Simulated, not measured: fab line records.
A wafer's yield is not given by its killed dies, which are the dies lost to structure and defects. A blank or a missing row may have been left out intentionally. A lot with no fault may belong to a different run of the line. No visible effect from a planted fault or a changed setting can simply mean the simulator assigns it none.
Which tool was responsible? ; flow sky130 ; 14 lots with 42 wafers sampled at 2 steps, on a route of 708 steps

## WHAT EACH GAUGE READ, for each wafer
SKY_POLY_GATE_CD_MEAS_22.
lot;measured;on;cdNm (nm)
L213;day 16 10:56;cdSem-01;154 145 146
L215;day 17 07:16;cdSem-01;143 152 143
L221;day 20 00:08;cdSem-01;150 155 156
L222;day 20 00:10;cdSem-02;148 150 147
L225;day 20 19:00;cdSem-02;150 150 150
L226;day 21 05:37;cdSem-01;149 150 152
L227;day 21 16:01;cdSem-02;146 150 148
L228;day 22 05:48;cdSem-02;153 153 153
L229;day 22 07:35;cdSem-01;149 148 143
L231;day 22 19:34;cdSem-01;147 152 144
L232;day 23 06:26;cdSem-02;152 152 155
L233;day 23 09:28;cdSem-02;149 149 148
L235;day 24 08:17;cdSem-01;145 147 146
L236;day 24 13:49;cdSem-01;151 149 151

SKY_LDD_N_TW_MEAS_17.
lot;measured;on;LDD_N_TW
L213;day 17 17:31;filmMetro-02;2634 2624 2640
L215;day 18 14:50;filmMetro-04;2629 2656 2620
L221;day 21 07:25;filmMetro-02;2617 2610 2616
L222;day 21 07:04;filmMetro-02;2605 2616 2621
L225;day 22 03:40;filmMetro-02;2598 2617 2604
L226;day 22 13:52;filmMetro-04;2639 2641 2616
L227;day 22 23:52;filmMetro-04;2643 2635 2635
L228;day 23 13:01;filmMetro-01;2612 2609 2609
L229;day 23 14:53;filmMetro-04;2643 2635 2633
L231;day 24 02:52;filmMetro-02;2605 2615 2602
L232;day 24 13:32;filmMetro-04;2648 2654 2629
L233;day 24 16:46;filmMetro-01;2630 2634 2637
L235;day 25 14:46;filmMetro-01;2587 2591 2601
L236;day 25 19:37;filmMetro-04;2636 2642 2641

## EACH LOT AND THE TOOL THAT RAN IT (in order: tool; ch and the chambers of the sampled wafers; start)
The record holds no process step before these readings.

## WHAT THE TOOLS THEMSELVES READ (means of the sampled wafers that have a number; where no wafer has one, the mark that the record gives instead)
The record holds no such reading with a usual standard deviation.

## THE ANSWER, worked out from the rows above alone
Rule: what is usual is taken from the lots themselves. The widest of any qualifying gaps counts: lots, ordered by their means at a reading, are off when they make up no more than a third of the lots, leave a main group of 4 or more, and stand apart from it by 3 or more times the standard deviation of that group's means. Not used: any main group whose means are identical at the precision the tables above print for the reading. A lot without any number at a reading at which 4 lots or more have one is off too. Any other lot the step has rows for is counted as sound. The gauges are gone through in route order, then the tools' own readings, and for those a lot's mean is taken as printed above. The first step at which some lot is off is used, and at that step the reading that is off furthest; a lot without a number counts as furthest.
No lot is off on any of the readings shown, so nothing can be concluded from this.

## WHAT HAD BEEN PUT IN BY THE SIMULATOR
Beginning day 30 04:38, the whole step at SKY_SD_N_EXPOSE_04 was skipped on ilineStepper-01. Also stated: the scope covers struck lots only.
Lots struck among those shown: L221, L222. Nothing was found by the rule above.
